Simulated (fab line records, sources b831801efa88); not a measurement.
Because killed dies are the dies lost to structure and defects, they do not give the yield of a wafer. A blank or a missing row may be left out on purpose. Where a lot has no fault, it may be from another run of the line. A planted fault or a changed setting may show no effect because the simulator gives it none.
Which tool is to blame? | flow gf180mcu | Sampling: 13 lots, 39 wafers, 4 of 602 route steps

== WHAT EACH GAUGE READ, for each wafer ==
GF_PASSIVATION_THK_MEAS_01.
lot  | measured     | on            | PASSIVATION_CVD_00_THK (nm)
L555 | day 27 23:57 | film_metro-04 | 987 1017 1004
L556 | day 28 02:56 | film_metro-01 | 1010 1027 1028
L557 | day 28 15:29 | film_metro-02 | 990 999 1016
L558 | day 28 22:58 | film_metro-04 | 1005 996 1014
L559 | day 29 14:35 | film_metro-02 | 992 1019 1000
L561 | day 29 23:08 | film_metro-02 | 982 995 999
L562 | day 30 07:35 | film_metro-01 | 977 983 999
L563 | day 30 13:06 | film_metro-02 | 984 990 997
L569 | day 32 05:11 | film_metro-01 | 1003 1004 1037
L571 | day 33 08:11 | film_metro-04 | 976 974 994
L572 | day 33 04:59 | film_metro-02 | 996 1001 981
L575 | day 33 17:49 | film_metro-02 | 999 998 994
L578 | day 34 05:13 | film_metro-04 | 1001 1017 1003

== WHAT TOOL EACH LOT RAN ON (gives the tool, then ch and the chambers of the sampled wafers, and finally the start) ==
lot  | GF_HV_LDD_CLEAN_51              | GF_TOP_METAL_SPUTTER_02      | GF_TOP_METAL_METAL_ETCH_16
L555 | wet_bench-03 ch 3, day 12 05:05 | pvd_sputter-03, day 27 03:11 | rie_metal-04 ch 1, day 27 23:08
L556 | wet_bench-02 ch 3, day 12 11:44 | pvd_sputter-04, day 27 05:53 | rie_metal-03 ch 0,1, day 28 02:05
L557 | wet_bench-03 ch 3, day 12 22:41 | pvd_sputter-01, day 27 19:14 | rie_metal-04 ch 0,1, day 28 14:38
L558 | wet_bench-02 ch 2, day 13 01:58 | pvd_sputter-01, day 28 02:29 | rie_metal-04 ch 1, day 28 22:07
L559 | wet_bench-02 ch 0, day 13 15:38 | pvd_sputter-01, day 28 18:41 | rie_metal-04 ch 0,1, day 29 13:47
L561 | wet_bench-02 ch 1, day 14 07:52 | pvd_sputter-04, day 29 03:35 | rie_metal-02 ch 0,1, day 29 22:20
L562 | wet_bench-01 ch 1, day 14 14:26 | pvd_sputter-03, day 29 12:49 | rie_metal-04 ch 0,1, day 30 06:47
L563 | wet_bench-02 ch 2, day 14 21:26 | pvd_sputter-03, day 29 17:25 | rie_metal-03 ch 0,1, day 30 12:18
L569 | wet_bench-02 ch 1, day 17 03:22 | pvd_sputter-04, day 31 10:50 | rie_metal-02 ch 1, day 32 04:12
L571 | wet_bench-03 ch 0, day 17 18:38 | pvd_sputter-01, day 32 14:37 | rie_metal-02 ch 0,1, day 33 07:17
L572 | wet_bench-03 ch 3, day 18 07:29 | pvd_sputter-03, day 32 12:02 | rie_metal-04 ch 0,1, day 33 04:10
L575 | wet_bench-03 ch 2, day 19 05:41 | pvd_sputter-03, day 33 01:14 | rie_metal-02 ch 0,1, day 33 17:01
L578 | wet_bench-02 ch 1, day 20 00:34 | pvd_sputter-04, day 33 12:56 | rie_metal-03 ch 0,1, day 34 04:25
- GF_HV_LDD_CLEAN_51: cleans in SC1/SC2, time 150 s.
- GF_TOP_METAL_SPUTTER_02: material AlCu, target thk 900 nm, time 47.82 s.
- GF_TOP_METAL_METAL_ETCH_16: etches the open film in Cl2/BCl3, stops on SiO2, target depth 1197 nm, time 199.5 s.

== AS READ BY THE TOOLS THEMSELVES (means over the sampled wafers that have a number; for cases with no such wafer, the mark the record gives instead) ==
GF_TOP_METAL_SPUTTER_02.
lot  | tool           | throttle_valve_pct (%)
L555 | pvd_sputter-03 | 29.7
L556 | pvd_sputter-04 | 29.5
L557 | pvd_sputter-01 | 30.0
L558 | pvd_sputter-01 | 30.3
L559 | pvd_sputter-01 | 30.2
L561 | pvd_sputter-04 | 29.5
L562 | pvd_sputter-03 | 29.6
L563 | pvd_sputter-03 | 29.2
L569 | pvd_sputter-04 | 29.0
L571 | pvd_sputter-01 | 30.0
L572 | pvd_sputter-03 | 29.5
L575 | pvd_sputter-03 | 29.9
L578 | pvd_sputter-04 | 29.3

GF_TOP_METAL_METAL_ETCH_16.
lot  | tool         | bcl3_flow_sccm (sccm) | drypump_motor_current_A (A) | oes_product_au (a.u.) | throttle_valve_pct (%)
L555 | rie_metal-04 | 39.96                 | 6.5                         | 0.983                 | 28.237
L556 | rie_metal-03 | 39.91                 | 5.2                         | 0.989                 | 28.225
L557 | rie_metal-04 | 40.13                 | 5.8                         | 0.987                 | 28.230
L558 | rie_metal-04 | 40.12                 | 6.5                         | 0.990                 | 28.231
L559 | rie_metal-04 | 39.96                 | 5.8                         | 0.985                 | 28.233
L561 | rie_metal-02 | 39.94                 | 6.1                         | 0.981                 | 28.244
L562 | rie_metal-04 | 40.03                 | 6.1                         | 0.995                 | 28.226
L563 | rie_metal-03 | 39.98                 | 5.2                         | 0.996                 | 28.218
L569 | rie_metal-02 | 40.10                 | 6.3                         | 0.988                 | 28.237
L571 | rie_metal-02 | 39.97                 | 6.2                         | 0.979                 | 28.244
L572 | rie_metal-04 | 39.95                 | 5.8                         | 0.991                 | 28.228
L575 | rie_metal-02 | 40.04                 | 6.2                         | 0.983                 | 28.233
L578 | rie_metal-03 | 40.05                 | 5.3                         | 0.995                 | 28.225

== THE ANSWER, worked out from the rows above alone ==
Rule: what is usual is taken from the lots themselves. Put in order of their means at a reading, lots are off if they are a third of the lots or fewer, leave a main group of 4 or more, and stand apart from it by a gap of 3 or more times the standard deviation of the main group's means; of several such gaps the widest counts. If all means in a main group match to the digits the tables above print for the reading, that group is not used. A lot without any number at a reading at which 4 lots or more have one is off too. Any other lot the step has rows for is counted as sound. First the gauges in route order, then the tools' own readings, where a lot's mean is used as printed above. At the first step where some lot is off, the reading lying furthest off is the one used; lots without a number count as furthest.
Across all readings shown, no lot is off: no conclusion can be drawn from this.

== WHAT HAD BEEN PUT IN BY THE SIMULATOR ==
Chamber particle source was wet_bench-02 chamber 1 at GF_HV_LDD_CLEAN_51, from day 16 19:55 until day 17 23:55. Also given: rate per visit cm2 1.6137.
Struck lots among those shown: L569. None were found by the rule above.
